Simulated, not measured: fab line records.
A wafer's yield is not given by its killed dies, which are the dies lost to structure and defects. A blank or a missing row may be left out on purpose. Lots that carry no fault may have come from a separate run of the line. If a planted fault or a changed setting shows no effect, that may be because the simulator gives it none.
A struck lot beside a sound one | flow sky130 | 15 steps out of a route of 708
Sound: wafers L605.2, L605.3, L605.6. Wafers L619.2, L619.4, L619.5 were the ones struck. At the end, the cause is stated.
At each step with rows: each side's tool, then ch and its chambers, then its first start. Under that, the readings that differ: sound wafers | struck wafers | difference of the means | sigmas: that difference in standard deviations of wafers without a fault.
alike: words and numbers the same on both sides, and readings whose means are apart by under 2 such deviations; not compared: readings that were withheld, readings missing a value for some wafer, numbers with overlapping values and no deviation given by the record, and bounds like >300 which may hide the same value.
The two part at a step that has a row with sigmas, a row that says differs or no value, or rows on one side only. Numbers that don't overlap but have no deviation are shown without sigmas and don't part them. A reading missing from all wafers of one side parts the sides only when that side holds two or more wafers.

first, 1 step without rows for these wafers: SKY_SONOS_ONO_CVD_04 (deposits SiO2 from SiH4/N2O, target thk 5.7199 nm).
SKY_SONOS_ONO_THK_MEAS_05:
  sound on filmMetro-01 at day 14 07:49; struck on filmMetro-03 at day 18 15:18
  alike: SONOS_ONO_CVD_04_THK
then, 7 steps without rows for these wafers: SKY_SONOS_ONO_DEHYDRATE_06 (time 60 s); SKY_SONOS_ONO_HMDS_07 (prime time 60 s); SKY_SONOS_ONO_COAT_08 (resist thk 1140 nm); SKY_SONOS_ONO_SOFTBAKE_09 (time 60 s); SKY_SONOS_ONO_EXPOSE_10 (exposes mask ONOM, target cd 410 nm); SKY_SONOS_ONO_PEB_11; SKY_SONOS_ONO_DEVELOP_12 (develop time 60 s).
SKY_SONOS_ONO_CD_MEAS_13 targets a cd of 410 nm.
  sound on cdSem-01 at day 15 09:57; struck on cdSem-02 at day 19 22:18
  alike: cdNm
SKY_SONOS_ONO_OVL_MEAS_14:
  sound on overlay-02 at day 15 10:04; struck on overlay-01 at day 19 22:25
  alike: SONOS_ONO_OVL
SKY_SONOS_ONO_ETCH_15: etches the open film in CHF3/O2, target depth 19.52 nm, time 7.8 s.
  sound on rieDiel-03 ch 0,1,2, day 15 10:05; struck on rieDiel-01 ch 0,1,2, day 19 22:26
  alike: drypumpMotorCurrentA, oesProductAu, throttleValvePct
  not compared: rfHoursCounterH
SKY_SONOS_ONO_WET_ETCH_16: etches SiO2 in dHF, target depth 14 nm, time 280 s.
  sound on wetBench-03 ch 2, day 15 10:07; struck on wetBench-03 ch 0, day 19 22:44
reading        | sound       | struck      | difference | sigmas
runLengthS (s) | 315 315 315 | 287 287 287 | -28        | -7
SKY_SONOS_ONO_STRIP_17: strips in O2/N2.
  sound on plasmaAsher-02 ch 0,1, day 15 10:12; struck on plasmaAsher-01 ch 0,1, day 19 22:54
  alike: drypumpMotorCurrentA, oesProductAu, stripTimeToEndpointS
  not compared: rfHoursCounterH
-- a jump in the record: the struck wafers' starts before and after are 31 days apart (it breaks off in module SONOS_ONO and resumes in module PAD_OPEN, where the first step shown is number 708 of the route) --
SKY_PAD_OPEN_PROBE_99:
  sound on prober-02 at day 48 00:44; struck on prober-01 at day 50 23:08
reading       | sound | struck | difference | sigmas
killedAtOther | 0 0 0 | 2 1 1  | +1         | +2
  alike: killed_at_M0_to_M3, killed_at_M4_up, killedAtContacts, killedAtFrontEnd, killedDies, killedOpen, killedShort

## WHERE THEY PART
First at SKY_SONOS_ONO_WET_ETCH_16; last, within this record, at SKY_PAD_OPEN_PROBE_99.

WHY: what the simulator had put in
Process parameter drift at SKY_SONOS_ONO_WET_ETCH_16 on wetBench-03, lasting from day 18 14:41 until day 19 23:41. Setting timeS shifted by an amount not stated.
